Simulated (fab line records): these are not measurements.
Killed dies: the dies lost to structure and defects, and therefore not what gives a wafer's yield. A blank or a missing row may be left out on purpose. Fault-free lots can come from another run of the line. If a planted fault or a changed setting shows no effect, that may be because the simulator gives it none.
Problem report, 8D (eight disciplines) form, completed by code	flow gf180mcu	the parts of the form that need people (team, actions taken, sign-off) are left out

== 1. THE ISSUE ==
TOP_METAL_ALCU_RS at GF_TOP_METAL_RS_MEAS_05 reads a mean of 0.0572 ohm/sq on 2 wafers of 2 lots; wafers without a fault read 0.0329 ohm/sq with a standard deviation of 0.00038. Relative to the usual mean, that is a shift of +64 standard deviations.
The step: measures by four-point-probe.
The first sign was on wafer L981.2 at day 30 18:28, on film metro-04. The record has a number at this step for 33 wafers belonging to 11 lots. Rule for "out" (also "out of limits"): further than 4 standard deviations from the usual mean. The rest of the wafers with a number are treated as sound.

== 2. WHAT IT IS, AND WHAT IT ISN'T ==
question	is	is not
which readings at this step	TOP_METAL_ALCU_RS	-
which lots	L981, L984	L974, L975, L978, L979, L980, L991, L992, L993, L994
which wafers of those lots	L981.2, L984.4	L981.1, L981.5, L984.3, L984.5
read on which gauges	film metro-04	film metro-01, film metro-02
when	from day 30 18:28	up to then (17 sound wafers); but 14 sound wafers of L984, L991, L992, L993, L994 came after

== 3. SUSPECTS, AND WHAT RULES EACH OUT ==
Counting: a tool at a process step up to the reading stays a suspect if it ran every lot that is out. Sound lots after the first of them don't rule it out here, since some wafers of a struck lot are sound.
- the gauge at GF_TOP_METAL_RS_MEAS_05: kept. All the wafers that are out were read on film metro-04, and no step on other tools shows them out.
- pvd sputter-01 at GF_TOP_METAL_SPUTTER_02 (material AlCu, target thk 900 nm, time 47.82 s): kept. It ran every lot that is out, first L981 (day 30 18:22); its last sound lot up to then is L979 (day 29 11:41).
The count leaves film metro-04 at GF_TOP_METAL_RS_MEAS_05 and pvd sputter-01 at GF_TOP_METAL_SPUTTER_02.

== 4. THE CAUSE (what the simulator had put in) ==
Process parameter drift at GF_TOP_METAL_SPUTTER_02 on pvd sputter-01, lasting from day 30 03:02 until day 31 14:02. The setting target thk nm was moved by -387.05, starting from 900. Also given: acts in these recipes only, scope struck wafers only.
Of the 2 suspects that counting leaves, this tool is one.

== 5. THE CHAIN OF EFFECTS, in route order ==
Each row: a reading whose mean over the struck wafers that have a number lies more than 3 standard deviations from the usual. Scope: only readings with a usual standard deviation given in the record; hours: median across lots of the time from each lot's start at the first step in this table that gives one to its start at this step; sigmas: change in usual standard deviations.
hours	step	reading	usual	on struck wafers	change	sigmas
0	GF_TOP_METAL_RS_MEAS_05	TOP_METAL_ALCU_RS	0.0329 ohm/sq	0.0572	+0.0243	+64
2	GF_TOP_METAL_THK_MEAS_06	TOP_METAL_ALCU_THK	905 nm	520	-386	-35

== 6. HOW IT WOULD HAVE BEEN CAUGHT EARLIER ==
The first out-of-limits reading at a measuring or inspecting step in this record came at day 30 18:28, 15 hours after the fault's start at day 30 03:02.
An alarm limit of 4 standard deviations would not have fired on the tool readings at GF_TOP_METAL_SPUTTER_02 for which the record gives a usual standard deviation, since none of them was out on any struck wafer.
Of the lots that are out (2), L984 began GF_TOP_METAL_SPUTTER_02 on pvd sputter-01 after day 30 18:28. A hold on the tool at that time would have spared it.
